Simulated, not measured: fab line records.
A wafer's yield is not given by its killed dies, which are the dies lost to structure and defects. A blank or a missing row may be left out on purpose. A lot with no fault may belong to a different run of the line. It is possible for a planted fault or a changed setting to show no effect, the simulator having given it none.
fab line records | flow gf180mcu
record lots=14 | wafers=42 | last-day=34
route steps=602 shown MVPSD@87 HV_LDD@226 SAB@264
lots that met no fault: from a run of the same line without faults
start-h: the number of hours between the record's first day and the start of the first shown wafer of the lot | wait-h: hours elapsed since this lot's preceding step | " identical to the entry in the row above | L1.1+2: several wafers, shown together as one row | - no value, or no start given | * or withheld: withheld | < > ~ a bound
route shown NAME@n: names a module that has steps shown in the file, with the first one's number in the route | usual: the fault-free wafers' mean and standard deviation | same: alike in all rows | chamber/n: place in a boat | sites: readings site by site | _std_site: the values' standard deviation | _edge_site: mean of outer sites minus mean of inner sites | radius-mm: how far each site lies from the wafer's centre | mask NAME#n: copy n | behind: the most recent tool/chamber to have shaped the wafer | hold: reason for holding the lot/hours on hold/outcome of the hold | device: the n, p or np transistor that did not switch | end of line: the same wafers' tests at the end of the route | for a step that has no rows: nothing shown but its recipe | killed: dies that structure and defects cost at the first sort, which is not the same as the wafer's yield | map: per-die view of a wafer (x killed, . not killed, _ where there is no die)
set.NAME: the setting the step ran with; set.NAME@STEP: the setting that earlier step ran with | model.NAME: the simulator's own value behind a step, which no gauge read
route steps across a sampled set of lots; one table per step, one row per wafer
services: when a tool's chamber went out of use (start-h, in hours from the record's first day, below 0 if earlier), for how many hours, and the reason
## steps
# step GF_MVPSD_IMPLANT_09
# recipe species=B | energy-kev=40 | dose-cm2=5e+12 | tilt-deg=0
# usual dose-ions-cm2=5e+12/5e+09 | faraday-current-uA=28.2/0.56
lot.wafer | tool         | chamber | start-h | wait-h | dose-ions-cm2 | faraday-current-uA
L253.1    | implanter-04 | 0       | 97.41   | 0.1    | 5.008e+12     | 28.7
L253.3    | "            | 0       | "       | "      | 5.002e+12     | 27.8
L253.6    | "            | 0       | "       | "      | 4.999e+12     | 29.1
L254.1    | implanter-01 | 0       | 102.75  | 0.1    | 5.002e+12     | 29.4
L254.4    | "            | 0       | "       | "      | 5.001e+12     | 28.1
L254.6    | "            | 0       | "       | "      | 5.005e+12     | 29.1
L257.1    | implanter-01 | 0       | 118.46  | 0.1    | 4.999e+12     | 28.4
L257.5    | "            | 0       | "       | "      | 5.001e+12     | 28.2
L257.6    | "            | 0       | "       | "      | 4.993e+12     | 28.4
L258.4    | implanter-04 | 0       | 124.19  | 0.1    | 5.01e+12      | 28.3
L258.5    | "            | 0       | "       | "      | 5.004e+12     | 28.4
L258.6    | "            | 0       | "       | "      | 5.005e+12     | 28.7
L262.1    | implanter-01 | 0       | 153.66  | 0.1    | 4.999e+12     | 27.8
L262.3    | "            | 0       | "       | "      | 5.004e+12     | 29.0
L262.4    | "            | 0       | "       | "      | 5.006e+12     | 28.3
L263.2    | implanter-03 | 0       | 164.64  | 0.1    | 4.519e+12     | 26.2
L263.4    | "            | 0       | "       | "      | 4.51e+12      | 25.2
L263.5    | "            | 0       | "       | "      | 4.523e+12     | 25.9
L264.1    | implanter-03 | 0       | 167.15  | 0.1    | 4.517e+12     | 25.3
L264.3    | "            | 0       | "       | "      | 4.519e+12     | 25.4
L264.4    | "            | 0       | "       | "      | 4.52e+12      | 26.0
L267.1    | implanter-04 | 0       | 180.01  | 0.1    | 5.004e+12     | 28.7
L267.2    | "            | 0       | "       | "      | 5.004e+12     | 27.9
L267.4    | "            | 0       | "       | "      | 5.005e+12     | 27.5
L268.4    | implanter-01 | 0       | 187.29  | 0.1    | 4.999e+12     | 27.3
L268.5    | "            | 0       | "       | "      | 5.006e+12     | 27.4
L268.6    | "            | 0       | "       | "      | 5.013e+12     | 28.3
L270.4    | implanter-04 | 0       | 200.34  | 0.1    | 5.003e+12     | 29.6
L270.5    | "            | 0       | "       | "      | 5.008e+12     | 28.7
L270.6    | "            | 0       | "       | "      | 5.001e+12     | 27.8
L271.1    | implanter-04 | 0       | 204.25  | 0.1    | 5e+12         | 27.2
L271.3    | "            | 0       | "       | "      | 4.997e+12     | 29.0
L271.4    | "            | 0       | "       | "      | 5.003e+12     | 28.0
L272.1    | implanter-04 | 0       | 210.55  | 0.1    | 4.998e+12     | 28.3
L272.2    | "            | 0       | "       | "      | 4.996e+12     | 27.9
L272.4    | "            | 0       | "       | "      | 4.995e+12     | 29.1
L274.1    | implanter-01 | 0       | 221.85  | 0.1    | 5.003e+12     | 27.6
L274.2    | "            | 0       | "       | "      | 5.008e+12     | 29.2
L274.3    | "            | 0       | "       | "      | 4.999e+12     | 27.7
L276.2    | implanter-04 | 0       | 236.13  | 0.1    | 4.996e+12     | 28.6
L276.4    | "            | 0       | "       | "      | 4.997e+12     | 27.2
L276.5    | "            | 0       | "       | "      | 5.001e+12     | 27.8
# step GF_VT_IMPLANT_RS_MEAS_49
# recipe thk-meas-gauge=four-point-probe
# usual MVPSD_RS=1166.4/2.7
lot.wafer | tool          | chamber | start-h | wait-h | MVPSD_RS[ohm/sq]
L253.1    | film-metro-03 | -       | 158.36  | 0.1    | 1165.3
L253.3    | "             | -       | "       | "      | 1163.7
L253.6    | "             | -       | "       | "      | 1165.7
L254.1    | film-metro-01 | -       | 164.11  | 0.1    | 1167.4
L254.4    | "             | -       | "       | "      | 1170.4
L254.6    | "             | -       | "       | "      | 1164.7
L257.1    | film-metro-03 | -       | 181.87  | 0.1    | 1167.7
L257.5    | "             | -       | "       | "      | 1168.4
L257.6    | "             | -       | "       | "      | 1168.1
L258.4    | film-metro-01 | -       | 188.92  | 0.1    | 1164.5
L258.5    | "             | -       | "       | "      | 1164.0
L258.6    | "             | -       | "       | "      | 1166.5
L262.1    | film-metro-01 | -       | 221.76  | 0.1    | 1167.0
L262.3    | "             | -       | "       | "      | 1162.7
L262.4    | "             | -       | "       | "      | 1164.2
L263.2    | film-metro-02 | -       | 234.88  | 0.1    | 1183.9
L263.4    | "             | -       | "       | "      | 1184.2
L263.5    | "             | -       | "       | "      | 1183.1
L264.1    | film-metro-01 | -       | 238.33  | 0.1    | 1186.9
L264.3    | "             | -       | "       | "      | 1184.6
L264.4    | "             | -       | "       | "      | 1186.8
L267.1    | film-metro-02 | -       | 252.83  | 0.1    | 1167.9
L267.2    | "             | -       | "       | "      | 1170.4
L267.4    | "             | -       | "       | "      | 1171.7
L268.4    | film-metro-01 | -       | 260.99  | 0.1    | 1164.4
L268.5    | "             | -       | "       | "      | 1166.1
L268.6    | "             | -       | "       | "      | 1165.6
L270.4    | film-metro-02 | -       | 274.93  | 0.1    | 1165.2
L270.5    | "             | -       | "       | "      | 1164.8
L270.6    | "             | -       | "       | "      | 1166.5
L271.1    | film-metro-03 | -       | 279.28  | 0.1    | 1172.2
L271.3    | "             | -       | "       | "      | 1169.5
L271.4    | "             | -       | "       | "      | 1170.6
L272.1    | film-metro-02 | -       | 286.12  | 0.1    | 1165.2
L272.2    | "             | -       | "       | "      | 1167.2
L272.4    | "             | -       | "       | "      | 1165.9
L274.1    | film-metro-01 | -       | 298.17  | 0.1    | 1167.5
L274.2    | "             | -       | "       | "      | 1166.4
L274.3    | "             | -       | "       | "      | 1169.1
L276.2    | film-metro-03 | -       | 315.71  | 0.1    | 1162.8
L276.4    | "             | -       | "       | "      | 1165.5
L276.5    | "             | -       | "       | "      | 1167.1
# step GF_HV_LDD_TW_MEAS_50
# usual HV_LDD_4_TW=575/5.8
lot.wafer | tool          | chamber | start-h | wait-h | HV_LDD_4_TW
L253.1    | film-metro-01 | -       | 275.28  | 0.1    | 578
L253.3    | "             | -       | "       | "      | 581
L253.6    | "             | -       | "       | "      | 580
L254.1    | film-metro-01 | -       | 279.32  | 0.1    | 581
L254.4    | "             | -       | "       | "      | 579
L254.6    | "             | -       | "       | "      | 579
L257.1    | film-metro-01 | -       | 300.92  | 0.1    | 579
L257.5    | "             | -       | "       | "      | 577
L257.6    | "             | -       | "       | "      | 578
L258.4    | film-metro-01 | -       | 308.91  | 0.1    | 580
L258.5    | "             | -       | "       | "      | 577
L258.6    | "             | -       | "       | "      | 578
L262.1    | film-metro-03 | -       | 355.92  | 0.1    | 579
L262.3    | "             | -       | "       | "      | 579
L262.4    | "             | -       | "       | "      | 579
L263.2    | film-metro-03 | -       | 364.94  | 0.1    | 576
L263.4    | "             | -       | "       | "      | 572
L263.5    | "             | -       | "       | "      | 572
L264.1    | film-metro-01 | -       | 369.22  | 0.1    | 580
L264.3    | "             | -       | "       | "      | 581
L264.4    | "             | -       | "       | "      | 579
L267.1    | film-metro-03 | -       | 386.88  | 0.1    | 577
L267.2    | "             | -       | "       | "      | 576
L267.4    | "             | -       | "       | "      | 578
L268.4    | film-metro-01 | -       | 398.55  | 0.1    | 573
L268.5    | "             | -       | "       | "      | 577
L268.6    | "             | -       | "       | "      | 577
L270.4    | film-metro-03 | -       | 412.00  | 0.1    | 573
L270.5    | "             | -       | "       | "      | 575
L270.6    | "             | -       | "       | "      | 574
L271.1    | film-metro-02 | -       | 418.28  | 0.1    | 561
L271.3    | "             | -       | "       | "      | 564
L271.4    | "             | -       | "       | "      | 560
L272.1    | film-metro-01 | -       | 426.08  | 0.1    | 577
L272.2    | "             | -       | "       | "      | 573
L272.4    | "             | -       | "       | "      | 578
L274.1    | film-metro-01 | -       | 441.77  | 0.1    | 579
L274.2    | "             | -       | "       | "      | 575
L274.3    | "             | -       | "       | "      | 577
L276.2    | film-metro-01 | -       | 460.89  | 0.1    | 577
L276.4    | "             | -       | "       | "      | 575
L276.5    | "             | -       | "       | "      | 579
# step GF_HV_LDD_RS_MEAS_53
# recipe thk-meas-gauge=four-point-probe
# usual HV_LDD_RS=417.6/0.95
lot.wafer | tool          | chamber | start-h | wait-h | HV_LDD_RS[ohm/sq]
L253.1    | film-metro-02 | -       | 275.45  | 0.1    | 416.5
L253.3    | "             | -       | "       | "      | 416.7
L253.6    | "             | -       | "       | "      | 415.8
L254.1    | film-metro-02 | -       | 279.50  | 0.1    | 416.0
L254.4    | "             | -       | "       | "      | 416.5
L254.6    | "             | -       | "       | "      | 416.5
L257.1    | film-metro-02 | -       | 301.10  | 0.1    | 419.0
L257.5    | "             | -       | "       | "      | 418.3
L257.6    | "             | -       | "       | "      | 418.3
L258.4    | film-metro-03 | -       | 309.12  | 0.1    | 417.5
L258.5    | "             | -       | "       | "      | 418.5
L258.6    | "             | -       | "       | "      | 418.1
L262.1    | film-metro-02 | -       | 356.10  | 0.1    | 417.4
L262.3    | "             | -       | "       | "      | 417.8
L262.4    | "             | -       | "       | "      | 417.8
L263.2    | film-metro-01 | -       | 365.18  | 0.1    | 419.1
L263.4    | "             | -       | "       | "      | 418.0
L263.5    | "             | -       | "       | "      | 418.8
L264.1    | film-metro-01 | -       | 369.40  | 0.1    | 416.6
L264.3    | "             | -       | "       | "      | 416.7
L264.4    | "             | -       | "       | "      | 416.0
L267.1    | film-metro-02 | -       | 387.05  | 0.1    | 417.3
L267.2    | "             | -       | "       | "      | 416.1
L267.4    | "             | -       | "       | "      | 416.1
L268.4    | film-metro-03 | -       | 398.76  | 0.1    | 417.4
L268.5    | "             | -       | "       | "      | 418.4
L268.6    | "             | -       | "       | "      | 417.3
L270.4    | film-metro-01 | -       | 412.21  | 0.1    | 416.8
L270.5    | "             | -       | "       | "      | 417.3
L270.6    | "             | -       | "       | "      | 417.7
L271.1    | film-metro-02 | -       | 418.45  | 0.1    | 416.6
L271.3    | "             | -       | "       | "      | 415.8
L271.4    | "             | -       | "       | "      | 416.8
L272.1    | film-metro-01 | -       | 426.26  | 0.1    | 417.7
L272.2    | "             | -       | "       | "      | 416.8
L272.4    | "             | -       | "       | "      | 418.3
L274.1    | film-metro-03 | -       | 441.95  | 0.1    | 418.2
L274.2    | "             | -       | "       | "      | 417.7
L274.3    | "             | -       | "       | "      | 417.4
L276.2    | film-metro-03 | -       | 461.07  | 0.1    | 418.3
L276.4    | "             | -       | "       | "      | 418.0
L276.5    | "             | -       | "       | "      | 417.8
# step GF_SAB_CVD_00
# recipe material=SiO2 | target-thk-nm=50 | precursor=TEOS | temp-c=400 | time-s=4.9302 | rf-w=600
# usual heater-power-w=649/79
lot.wafer | tool     | chamber | start-h | wait-h | heater-power-w | since-wet-clean-h
L253.1    | pecvd-02 | 2       | 320.36  | 0.1    | 580            | 354
L253.3    | "        | 1       | "       | "      | 600            | 354
L253.6    | "        | 2       | "       | "      | 585            | -
L254.1    | pecvd-04 | 2       | 323.21  | 0.1    | 654            | 787
L254.4    | "        | 0       | "       | "      | 673            | -
L254.6    | "        | 1       | "       | "      | 777            | -
L257.1    | pecvd-01 | 0       | 347.50  | 0.1    | 590            | 589
L257.5    | "        | 0       | "       | "      | 614            | -
L257.6    | "        | 2       | "       | "      | 559            | -
L258.4    | pecvd-04 | 2       | 355.11  | 0.0    | 641            | -
L258.5    | "        | 1       | "       | "      | 773            | -
L258.6    | "        | 0       | "       | "      | 657            | -
L262.1    | pecvd-04 | 1       | 407.77  | 0.1    | 843            | 25
L262.3    | "        | 2       | "       | "      | 599            | 25
L262.4    | "        | 2       | "       | "      | 585            | -
L263.2    | pecvd-04 | 1       | 414.40  | 0.1    | 795            | 32
L263.4    | "        | 2       | "       | "      | 563            | -
L263.5    | "        | 0       | "       | "      | 729            | -
L264.1    | pecvd-04 | 2       | 418.86  | 0.1    | 548            | 36
L264.3    | "        | 0       | "       | "      | 638            | 36
L264.4    | "        | 1       | "       | "      | 817            | -
L267.1    | pecvd-04 | 2       | 437.05  | 0.1    | 571            | 54
L267.2    | "        | 0       | "       | "      | 667            | 54
L267.4    | "        | 2       | "       | "      | 545            | -
L268.4    | pecvd-01 | 2       | 450.72  | 0.0    | 579            | -
L268.5    | "        | 1       | "       | "      | 721            | -
L268.6    | "        | 0       | "       | "      | 558            | -
L270.4    | pecvd-02 | 0       | 465.90  | 0.0    | 741            | -
L270.5    | "        | 1       | "       | "      | 648            | -
L270.6    | "        | 2       | "       | "      | 477            | -
L271.1    | pecvd-02 | 1       | 470.97  | 0.1    | 600            | 505
L271.3    | "        | 0       | "       | "      | 746            | 505
L271.4    | "        | 2       | "       | "      | 574            | -
L272.1    | pecvd-02 | 1       | 478.40  | 0.1    | 710            | 512
L272.2    | "        | 2       | "       | "      | 590            | 512
L272.4    | "        | 2       | "       | "      | 595            | -
L274.1    | pecvd-02 | 0       | 493.89  | 0.1    | 776            | 528
L274.2    | "        | 2       | "       | "      | 549            | 528
L274.3    | "        | 1       | "       | "      | 605            | 528
L276.2    | pecvd-04 | 2       | 512.68  | 0.1    | 590            | 130
L276.4    | "        | 2       | "       | "      | 603            | -
L276.5    | "        | 1       | "       | "      | 821            | -
## services
tool         | chamber | start-h | hours | kind
implanter-01 | -       | 95.18   | 3.3   | pm
implanter-03 | -       | 106.55  | 1.6   | repair
implanter-01 | -       | 107.44  | 3.0   | repair
pecvd-02     | -       | 152.99  | 1.9   | repair
pecvd-02     | -       | 155.06  | 14.6  | pm
implanter-04 | -       | 169.30  | 2.8   | repair
pecvd-04     | -       | 179.45  | 14.6  | pm
pecvd-02     | -       | 200.93  | 5.5   | repair
pecvd-04     | -       | 201.24  | 0.8   | pm
pecvd-04     | 2       | 202.50  | 8.1   | repair
pecvd-02     | -       | 223.87  | 0.9   | repair
implanter-04 | -       | 224.64  | 6.2   | repair
implanter-04 | -       | 242.69  | 0.6   | repair
pecvd-02     | 1       | 259.19  | 3.5   | repair
pecvd-04     | -       | 292.40  | 0.5   | repair
pecvd-02     | -       | 302.04  | 2.8   | pm
implanter-01 | -       | 333.67  | 3.3   | pm
implanter-01 | -       | 339.20  | 5.6   | repair
pecvd-04     | -       | 368.88  | 14.0  | pm
pecvd-04     | 2       | 407.89  | 4.3   | repair
implanter-04 | -       | 430.06  | 3.2   | pm
pecvd-04     | 1       | 434.92  | 8.3   | repair
pecvd-04     | -       | 442.00  | 5.5   | pm
pecvd-04     | 0       | 505.70  | 22.1  | repair
## key
first-sign step=GF_MVPSD_IMPLANT_09 | reading=dose-ions-cm2 | direction=down | sigmas=96 | usual=5e+12 | struck=4.518e+12
effect step=GF_MVPSD_IMPLANT_09 | reading=faraday-current-uA | direction=down | sigmas=4.6 | usual=28.2 | struck=25.7
effect step=GF_VT_IMPLANT_RS_MEAS_49 | reading=MVPSD_RS | direction=up | sigmas=6.8 | usual=1166.4 | struck=1184.9
met-at GF_MVPSD_IMPLANT_09
struck-lots L263,L264
tester-left-out L263,L264
not-acting-at GF_HV_LDD_TW_MEAS_50,GF_HV_LDD_RS_MEAS_53,GF_SAB_CVD_00
fault kind=process-parameter-drift | tool=implanter-03 | chamber=- | onset-h=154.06 | steps=GF_MVPSD_IMPLANT_09 | channel=dose-cm2 | offset=-4.8397e+11 | shape=step | end-h=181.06 | acts-in=these-recipes-only | stated=5e+12
# tester-left-out: of these lots the tester's yield and bins aren't shown, on N5 and GAA mostly nor the transistor test; their killed dies are dies lost to structure and defects alone, not to doping, threshold or leakage, so they don't give the yield
